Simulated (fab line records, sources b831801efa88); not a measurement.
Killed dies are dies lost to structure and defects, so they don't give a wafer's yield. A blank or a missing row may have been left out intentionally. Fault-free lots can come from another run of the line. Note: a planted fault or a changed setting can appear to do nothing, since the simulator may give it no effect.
Struck lot and sound lot, side by side / flow sky130 / 33 out of 708 route steps
Sound: wafers L648.1, L648.2, L648.5. Struck: wafer L645.4; the same lot's L645.2 was not struck, so it is left out; see the end for the cause.
At each step with rows: each side's tool, then ch and its chambers, then its first start. Under that, the readings that differ: sound wafers / struck wafers / difference of the means / sigmas: that difference in standard deviations of wafers without a fault.
alike: readings whose means differ by less than 2 such deviations, and words and numbers that are the same on both sides. not compared: withheld readings, readings that some wafer has no value for, bounds like >300 that may hide the same value, and numbers for which the record gives no deviation and whose values overlap.
A row with sigmas, a row that says differs or no value, or rows on one side alone: a step with any of these is where the two part. When numbers do not overlap yet have no deviation, they are printed without sigmas and do not part them. Lack of a reading on every wafer of one side parts them only where that side has two or more wafers.

first, 4 steps without rows for these wafers: SKY_LOCAL_INTERCONNECT_SOFTBAKE_07 (time 90 s); SKY_LOCAL_INTERCONNECT_EXPOSE_08 (exposes mask LI1M, target cd 170 nm); SKY_LOCAL_INTERCONNECT_PEB_09; SKY_LOCAL_INTERCONNECT_DEVELOP_10 (develop time 60 s).
SKY_LOCAL_INTERCONNECT_CD_MEAS_11 targets a cd of 170 nm.
  sound on cd_sem-02 at day 36 12:15; struck on cd_sem-02 at day 35 15:49
reading=cd_nm (nm); sound=167.9 168.6 168.4; struck=170.8; difference=+2.5; sigmas=+2
SKY_LOCAL_INTERCONNECT_OVL_MEAS_12:
  sound on overlay-01 at day 36 12:22; struck on overlay-02 at day 35 15:55
  alike: LOCAL_INTERCONNECT_OVL
SKY_LOCAL_INTERCONNECT_ETCH_13: etches BARC in N2/H2, stops on SiO2, time 45.9 s, target depth 60 nm.
  sound on rie_metal-03 ch 0,1, day 36 12:24; struck on rie_metal-02 ch 1, day 35 15:59
reading=he_backside_leak_sccm (sccm); sound=3.0 3.5 3.4; struck=4.1; difference=+0.8; sigmas=+2
reading=oes_product_au (a.u.); sound=0.850 0.854 0.847; struck=0.862; difference=+0.012; sigmas=+2
  alike: drypump_motor_current_A, throttle_valve_pct
  not compared: rf_hours_counter_h
SKY_LOCAL_INTERCONNECT_METAL_ETCH_14: etches TiN in Cl2/BCl3, stops on PSG, target depth 110 nm, time 31.4 s.
  sound on rie_metal-03 ch 0,1, day 36 12:28; struck on rie_metal-02 ch 1, day 35 16:06
  alike: drypump_motor_current_A, he_backside_leak_sccm, oes_product_au, throttle_valve_pct
  not compared: rf_hours_counter_h
SKY_LOCAL_INTERCONNECT_STRIP_15: strips in O2/N2.
  sound on plasma_asher-03 ch 0,1, day 36 12:31; struck on plasma_asher-02 ch 1, day 35 16:11
reading=strip_time_to_endpoint_s (s); sound=4.721 4.689 4.717; struck=4.661; difference=-0.048; sigmas=-2
  alike: drypump_motor_current_A, oes_product_au
  not compared: rf_hours_counter_h
then, 3 steps without rows for these wafers: SKY_LOCAL_INTERCONNECT_STRIP_16 (strips in post etch residue remover, time 1200 s); SKY_LOCAL_INTERCONNECT_CLEAN_17 (cleans in IPA, time 180 s); SKY_LOCAL_INTERCONNECT_CLEAN_18 (cleans in O3/DIW).
SKY_CONTACT_CVD_00: deposits Si3N4, target thk 75 nm.
  sound on pecvd-02 ch 0,1, day 36 13:08; struck on pecvd-03 ch 1, day 35 16:47
reading=model.Si3N4_of_CONTACT_CVD_00.thk_nm (nm); sound=74.3 74.61 74.72; struck=37.26; difference=-37.28; sigmas=
  alike: heater_power_w
SKY_CONTACT_THK_MEAS_01:
  sound on film_metro-04 at day 36 13:10; struck on film_metro-02 at day 35 16:49
reading=CONTACT_CVD_00_THK (nm); sound=74.3 74.6 74.7; struck=37.2; difference=-37.3; sigmas=-42
then, 1 step without rows for these wafers: SKY_CONTACT_HDPCVD_02 (deposits SiO2, target thk 565 nm, time 94.2 s).
SKY_CONTACT_THK_MEAS_03:
  sound on film_metro-02 at day 36 13:18; struck on film_metro-01 at day 35 16:57
  alike: CONTACT_HDPCVD_THK
then, 1 step without rows for these wafers: SKY_CONTACT_CMP_04 (polishes SiO2).
SKY_CONTACT_BOW_MEAS_05:
  sound on film_metro-01 at day 36 13:52; struck on film_metro-02 at day 35 17:19
reading=CONTACT_BOW (um); sound=86 72 83; struck=94; difference=+14; sigmas=+2
then, 8 steps without rows for these wafers: SKY_CONTACT_DEHYDRATE_06 (time 60 s); SKY_CONTACT_HMDS_07 (prime time 60 s); SKY_CONTACT_COAT_08 (resist thk 60 nm); SKY_CONTACT_COAT_09 (resist thk 450 nm); SKY_CONTACT_SOFTBAKE_10 (time 90 s); SKY_CONTACT_EXPOSE_11 (exposes mask CTM1, target cd 170 nm); SKY_CONTACT_PEB_12; SKY_CONTACT_DEVELOP_13 (develop time 60 s).
SKY_CONTACT_CD_MEAS_14 targets a cd of 170 nm.
  sound on cd_sem-02 at day 37 15:02; struck on cd_sem-01 at day 36 18:49
  alike: cd_nm
SKY_CONTACT_OVL_MEAS_15:
  sound on overlay-01 at day 37 15:10; struck on overlay-02 at day 36 18:55
  alike: CONTACT_OVL
SKY_CONTACT_ETCH_16: etches BARC in N2/H2, stops on SiO2, time 45.9 s, target depth 60 nm.
  sound on rie_diel-03 ch 0,1,3, day 37 15:12; struck on rie_diel-03 ch 0, day 36 18:57
  alike: drypump_motor_current_A, oes_product_au, throttle_valve_pct
  not compared: rf_hours_counter_h
then, 1 step without rows for these wafers: SKY_CONTACT_ETCH_17 (etches SiO2 in C4F8/O2/Ar, stops on Si3N4, target depth 340 nm).
SKY_CONTACT_ETCH_18: etches Si3N4 in CHF3/O2, stops on TiN, time 39 s, target depth 75 nm.
  sound on rie_diel-03 ch 0,1,3; struck on rie_diel-03 ch 0
reading=oes_product_au (a.u.); sound=0.850 0.856 0.848; struck=0.614; difference=-0.237; sigmas=-33
reading=throttle_valve_pct (%); sound=8.796 8.793 8.786; struck=8.731; difference=-0.061; sigmas=-6
reading=model.etch.depth_nm (nm); sound=74.3 74.61 74.72; struck=37.26; difference=-37.28; sigmas=
  alike: drypump_motor_current_A
  not compared: rf_hours_counter_h
SKY_CONTACT_STRIP_19: strips in O2/N2.
  sound on plasma_asher-03 ch 0,1, day 37 15:20; struck on plasma_asher-02 ch 0, day 36 19:05
  alike: drypump_motor_current_A, oes_product_au, strip_time_to_endpoint_s
  not compared: rf_hours_counter_h
-- the record jumps here: 13 days lie between the struck wafers' starts before and after (it left off in module CONTACT and takes up again in module PAD_OPEN, whose first step shown is number 708 of the route) --
SKY_PAD_OPEN_PROBE_99:
  sound on prober-01 at day 50 03:32; struck on prober-02 at day 49 13:15
  alike: killed_at_M0_to_M3, killed_at_M4_up, killed_at_contacts, killed_at_front_end, killed_at_other, killed_dies, killed_open, killed_short

== WHERE THEY PART ==
Earliest at SKY_LOCAL_INTERCONNECT_CD_MEAS_11; latest, in this record, at SKY_CONTACT_ETCH_18. Later steps at which nothing parts them and some readings are alike: SKY_CONTACT_STRIP_19, SKY_PAD_OPEN_PROBE_99.

WHY: what had been put in by the simulator
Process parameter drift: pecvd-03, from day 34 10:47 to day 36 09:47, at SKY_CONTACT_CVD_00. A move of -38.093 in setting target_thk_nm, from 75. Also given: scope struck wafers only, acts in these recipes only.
